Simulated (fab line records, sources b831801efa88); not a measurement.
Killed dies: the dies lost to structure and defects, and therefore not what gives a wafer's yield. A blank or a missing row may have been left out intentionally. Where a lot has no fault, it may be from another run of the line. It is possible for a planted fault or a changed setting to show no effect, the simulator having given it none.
One fault through the eyes of 2 desks	flow sky130	each desk holds nothing but its own numbers, with what lay behind them at the end

== FOR THE TOOL OWNER'S DESK: implanter-01 ==
The tool's own readings at SKY_SD_P_IMPLANT_09: means of the sampled wafers that have a number, for each lot that ran on this tool. If a lot's mean is further than 4 standard deviations from the usual mean, the lot is out of limits and carries the mark OUT (the distance appears in the brackets).
Columns: A = end_station_pressure_torr at SKY_SD_P_IMPLANT_09, usual 1.5e-05 Torr
lot	first seen here	A
L655	day 29 06:29	1.6e-05
L660	day 31 05:49	1.6e-05
L662	day 31 08:37	1.6e-05
This desk's verdict: no lot among the 3 shows anything out of limits.

== METROLOGY DESK ==
What the gauges read, lot by lot, whatever tool the lot ran on: means of the sampled wafers that have a number. If a lot's mean is further than 4 standard deviations from the usual mean, the lot is out of limits and carries the mark OUT (the distance appears in the brackets). Readings shown: 7 of its 8, picked as those furthest out on some lot.
Columns: A = SD_P_OVL at SKY_SD_P_OVL_MEAS_08, usual -0.1 nm; B = SD_P_TW at SKY_SD_P_TW_MEAS_11, usual 2817; C = RES_XHIGH_TW at SKY_RES_XHIGH_TW_MEAS_09, usual 1637; D = cd_nm at SKY_SD_N_CD_MEAS_07, usual 380.6 nm; E = SD_N_OVL at SKY_SD_N_OVL_MEAS_08, usual 0.4 nm; F = SD_N_TW at SKY_SD_N_TW_MEAS_12, usual 3970; G = SD_N_RS at SKY_SD_N_RS_MEAS_16, usual 68.62 ohm/sq
lot	first seen here	A	B	C	D	E	F	G
L647	day 25 22:44	-0.8	2822	1644	381.7	-0.0	3964	68.66
L649	day 27 06:52	0.3	2835	1627	377.6	0.9	3966	68.57
L650	day 27 16:50	-1.8	2819	1628	381.4	1.0	3961	68.81
L655	day 29 06:20	0.0	2791	1651	380.8	0.8	3953	68.66
L660	day 31 05:40	1.3	2810	1645	380.6	2.6	3935	68.71
L662	day 31 08:28	-2.7	2801	1652	380.3	0.5	3931	68.71
This desk's verdict: no lot among the 6 shows anything out of limits.

== PUT TOGETHER ==
The desk of the tool owner found nothing out of limits.
From the metrology desk's view, nothing was out of limits.

== WHAT WAS PUT IN BY THE SIMULATOR ==
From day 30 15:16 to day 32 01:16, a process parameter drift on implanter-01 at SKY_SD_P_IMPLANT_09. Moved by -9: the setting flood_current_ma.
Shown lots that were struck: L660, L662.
